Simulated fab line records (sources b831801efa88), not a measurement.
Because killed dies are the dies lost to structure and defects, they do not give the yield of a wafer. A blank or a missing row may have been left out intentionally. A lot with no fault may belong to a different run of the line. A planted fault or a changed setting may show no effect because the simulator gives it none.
Which of the tools did it?	flow sky130	6 lots, 17 wafers sampled, at 2 steps of a route of 708

## WHAT THE GAUGES SHOWED, per wafer
SKY_VT_ADJUST_HVTP_CD_MEAS_07 targets a cd of 380 nm.
lot	measured	on	cd-nm (nm)
L487	day 6 08:18	cd-sem-01	379.1 375.2 376.8
L492	day 7 14:49	cd-sem-02	368.2 368.1 368.1 367.7
L498	day 9 05:05	cd-sem-01	379.4 380.3 379.8
L505	day 11 02:27	cd-sem-01	378.8 378.3 378.9
L507	day 11 13:31	cd-sem-02	381.9 383.3 383.2
L509	day 12 20:57	cd-sem-02	382.7 382.6 383.0

## TOOL THAT RAN EACH LOT (tool first, then ch and the chambers of the sampled wafers, then the start)
lot	SKY_VT_ADJUST_HVTP_DEVELOP_06
L487	litho-track-02 ch 0, day 6 08:09
L492	litho-track-04 ch 0, day 7 14:40
L498	litho-track-03 ch 0, day 9 04:57
L505	litho-track-02 ch 0, day 11 02:18
L507	litho-track-04 ch 0, day 11 13:22
L509	litho-track-03 ch 0, day 12 20:48
- SKY_VT_ADJUST_HVTP_DEVELOP_06: develop time 60 s.

## THE ANSWER, worked out from the rows above alone
Rule: the lots themselves supply what counts as usual. Put in order of their means at a reading, lots are off if they are a third of the lots or fewer, leave a main group of 4 or more, and stand apart from it by a gap of 3 or more times the standard deviation of the main group's means; of several such gaps the widest counts. Not used: any main group whose means are identical at the precision the tables above print for the reading. A lot without any number at a reading at which 4 lots or more have one is off too. Where the step has rows for the other lots, those lots are counted as sound.
Off: L492, at SKY_VT_ADJUST_HVTP_CD_MEAS_07 (cd-nm). The main group has a mean of 380.2 nm with a standard deviation of 2.3.
A tool fits if, at a process step before that reading, it ran every lot that is off, and no sound lot after the first of them. Gauges at SKY_VT_ADJUST_HVTP_CD_MEAS_07: tried the same way as those tools. None of those tried fits.

## WHAT THE SIMULATOR PUT IN
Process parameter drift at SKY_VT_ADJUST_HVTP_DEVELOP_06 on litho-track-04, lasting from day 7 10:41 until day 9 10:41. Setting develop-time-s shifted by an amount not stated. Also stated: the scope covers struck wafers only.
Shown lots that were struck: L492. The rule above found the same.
